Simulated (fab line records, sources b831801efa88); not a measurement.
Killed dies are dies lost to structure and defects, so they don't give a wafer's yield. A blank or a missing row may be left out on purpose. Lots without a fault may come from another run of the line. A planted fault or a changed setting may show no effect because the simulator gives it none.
Problem report in the 8D (eight disciplines) form, filled by code | flow sky130 | the parts of the form that need people (team, actions taken, sign-off) are left out

1. THE PROBLEM
METAL5_ALCU_RS at SKY_METAL5_RS_MEAS_05 reads a mean of 0.015 ohm/sq on 3 wafers of 2 lots; wafers without a fault read 0.027 ohm/sq with a standard deviation of 0.00024. That is -50 standard deviations from the usual mean.
The step: measures by four-point-probe.
First seen on wafer L159.4, day 48 10:59, on film_metro-04. The record holds 27 wafers of 9 lots with a number at this step. Rule for "out", or "out of limits": more than 4 standard deviations from the usual mean. The other wafers with a number count as sound.

2. WHAT IT IS AND WHAT IT IS NOT
question                    | is                     | is not
which readings at this step | METAL5_ALCU_RS         | -
which lots                  | L159, L160             | L138, L140, L144, L145, L147, L148, L150
which wafers of those lots  | L159.4, L159.5, L160.4 | L159.6, L160.1, L160.6
read on which gauges        | film_metro-04          | film_metro-02, film_metro-03
when                        | from day 48 10:59      | up to then (22 sound wafers); but 2 sound wafers of L160 came after

3. SUSPECTS, AND WHAT RULES EACH OUT
Counting: a tool at a process step up to the reading stays a suspect if it ran every lot that is out. Sound lots after the first of them don't rule it out here, since some wafers of a struck lot are sound.
- the gauge at SKY_METAL5_RS_MEAS_05: ruled out. All the wafers that are out were read on film_metro-04, but those of them that SKY_METAL5_METAL_ETCH_15 has rows for are out there too, on other tools.
- plasma_asher-03 at SKY_FIELD_ISO_STRIP_16 (strips in O2/N2): kept. It ran every lot that is out, first L159 (day 6 17:19); its last sound lot up to then is L150 (day 4 20:55).
- pvd_sputter-02 at SKY_METAL5_SPUTTER_02 (material AlCu, target thk 1150 nm, time 61.2 s): kept. It ran every lot that is out, first L159 (day 48 10:49); its last sound lot up to then is L150 (day 46 12:52).
Left after counting: plasma_asher-03 at SKY_FIELD_ISO_STRIP_16, pvd_sputter-02 at SKY_METAL5_SPUTTER_02.

4. THE CAUSE (what the simulator had put in)
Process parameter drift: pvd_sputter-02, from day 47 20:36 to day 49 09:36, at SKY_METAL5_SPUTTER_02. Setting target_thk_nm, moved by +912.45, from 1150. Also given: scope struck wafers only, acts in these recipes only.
Counting left 2 suspects, and this tool is among them.

5. THE CHAIN OF EFFECTS, in route order
Each row: a reading whose mean over the struck wafers that have a number lies more than 3 standard deviations from the usual. Only readings for which the record gives a usual standard deviation are gone through. hours: the time from each lot's start at the first step in this table that gives one to its start at this step, as a median over the lots. sigmas: the change in usual standard deviations.
hours | step                     | reading              | usual        | on struck wafers | change | sigmas
0     | SKY_METAL5_RS_MEAS_05    | METAL5_ALCU_RS       | 0.027 ohm/sq | 0.015            | -0.012 | -50
0     | SKY_METAL5_THK_MEAS_06   | METAL5_ALCU_THK      | 1151 nm      | 2074             | +923   | +84
18    | SKY_METAL5_METAL_ETCH_15 | oes_product_au       | 0.894 a.u.   | 0.989            | +0.095 | +16
55    | SKY_PAD_OPEN_PROBE_99    | defect_limited_yield | 82.5 %       | 0.0              | -82.5  | -41
55    | SKY_PAD_OPEN_PROBE_99    | killed_at_M4_up      | 3.0          | 412.0            | +409.0 | +99 or more
55    | SKY_PAD_OPEN_PROBE_99    | killed_dies          | 86           | 492              | +406   | +42
55    | SKY_PAD_OPEN_PROBE_99    | killed_on_rim        | 17           | 96               | +79    | +19
55    | SKY_PAD_OPEN_PROBE_99    | sort_bin_5_function  | 10.3 %       | 92.8             | +82.5  | +52
55    | SKY_PAD_OPEN_PROBE_99    | sort_n_pass          | 406          | 0                | -406   | -42
55    | SKY_PAD_OPEN_PROBE_99    | sort_yield_pct       | 82.5 %       | 0.0              | -82.5  | -41
The process steps in it:
- SKY_METAL5_METAL_ETCH_15: etches the open film in Cl2/BCl3, stops on SiO2, target depth 1260 nm, time 252 s.
- SKY_PAD_OPEN_PROBE_99

6. WHAT WOULD HAVE CAUGHT IT SOONER
In this record the first reading out of limits at a measuring or inspecting step was taken at day 48 10:59, 14 hours after the fault began at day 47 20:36.
Of the tool readings at SKY_METAL5_SPUTTER_02 for which the record gives a usual standard deviation, none was out on any struck wafer, so an alarm limit of 4 standard deviations on them would not have fired.
Of the lots that are out (2), L160 began SKY_METAL5_SPUTTER_02 on pvd_sputter-02 after day 48 10:59. A hold on the tool at that time would have spared it.
